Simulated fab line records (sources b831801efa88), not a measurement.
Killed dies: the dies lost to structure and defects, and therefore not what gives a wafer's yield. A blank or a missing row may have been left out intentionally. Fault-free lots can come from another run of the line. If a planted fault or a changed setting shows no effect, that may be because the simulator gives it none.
Problem report, 8D (eight disciplines) form, completed by code -- flow gf180mcu -- the parts of the form that need people (team, actions taken, sign-off) are left out

== 1. THE ISSUE ==
Wafers without a fault read 25.01 C, standard deviation 0.1; temp_c at GF_DUAL_GATE_WET_ETCH_12 reads a mean of 8.26 C on 6 wafers belonging to 2 lots. That is -99 or more standard deviations from the usual mean.
The step: etches SiO2 in dHF, target depth 13 nm, time 260 s.
First seen on wafer L621.2, day 12 03:26, on wet_bench-01. At this step, 18 wafers from 6 lots have a number in the record. The rule behind "out" and "out of limits": a value lying over 4 standard deviations away from the usual mean. The other wafers with a number count as sound.

== 2. WHAT IT IS; WHAT IT IS NOT ==
question,is,is not
which readings at this step,"temp_c, bath_heat_duty_pct",-
which lots,"L621, L622","L608, L610, L624, L631"
which wafers of those lots,all that have a number,-
read on which tools,wet_bench-01,wet_bench-03
when,from day 12 03:26,"up to then (6 sound wafers); but 6 sound wafers of L624, L631 came after"

== 3. SUSPECTS, AND WHAT RULES EACH OUT ==
Counting: a tool at any process step up to the reading remains a suspect when it ran all the lots that are out and ran no sound lot after the first of those.
- wet_bench-01 at GF_DUAL_GATE_WET_ETCH_12 (etches SiO2 in dHF, target depth 13 nm, time 260 s): kept. It ran every lot that is out, first L621 (day 12 03:26), and no sound lot after that; its last sound lot up to then is L610 (day 9 00:44). Its own readings are out on those wafers: bath_heat_duty_pct, temp_c.
After counting, what remains is wet_bench-01 at GF_DUAL_GATE_WET_ETCH_12.

== 4. THE CAUSE (what the simulator had put in) ==
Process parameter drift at GF_DUAL_GATE_WET_ETCH_12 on wet_bench-01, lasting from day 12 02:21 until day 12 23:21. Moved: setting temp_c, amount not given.
Only this tool survived the counting.

== 5. THE CHAIN OF EFFECTS, in route order ==
One row per reading whose mean, taken over the struck wafers that have a number, lies over 3 standard deviations from the usual. Readings are gone through only where the record gives a usual standard deviation; hours: the median, over the lots, of the time from a lot's start at the first step in this table giving one to that lot's start at this step; sigmas: the change measured in usual standard deviations.
hours,step,reading,usual,on struck wafers,change,sigmas
0,GF_DUAL_GATE_WET_ETCH_12,bath_heat_duty_pct,6.5 %,0.0,-6.5,-6.5
0,GF_DUAL_GATE_WET_ETCH_12,temp_c,25.01 C,8.26,-16.75,-99 or more
Its process steps:
- GF_DUAL_GATE_WET_ETCH_12: etches SiO2 in dHF, target depth 13 nm, time 260 s.
Later measuring or inspecting steps at which every struck wafer that the step has a row for has a number for every such reading, and none has moved that far: GF_POLY_GATE_THK_MEAS_01, GF_POLY_GATE_CD_MEAS_10, GF_POLY_GATE_OVL_MEAS_11, GF_POLY_GATE_THK_MEAS_17, GF_POLY_GATE_CD_MEAS_18.

== 6. HOW IT WOULD HAVE BEEN CAUGHT EARLIER ==
In this record the first reading out of limits was taken at day 12 03:26, 1 hour after the fault began at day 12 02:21.
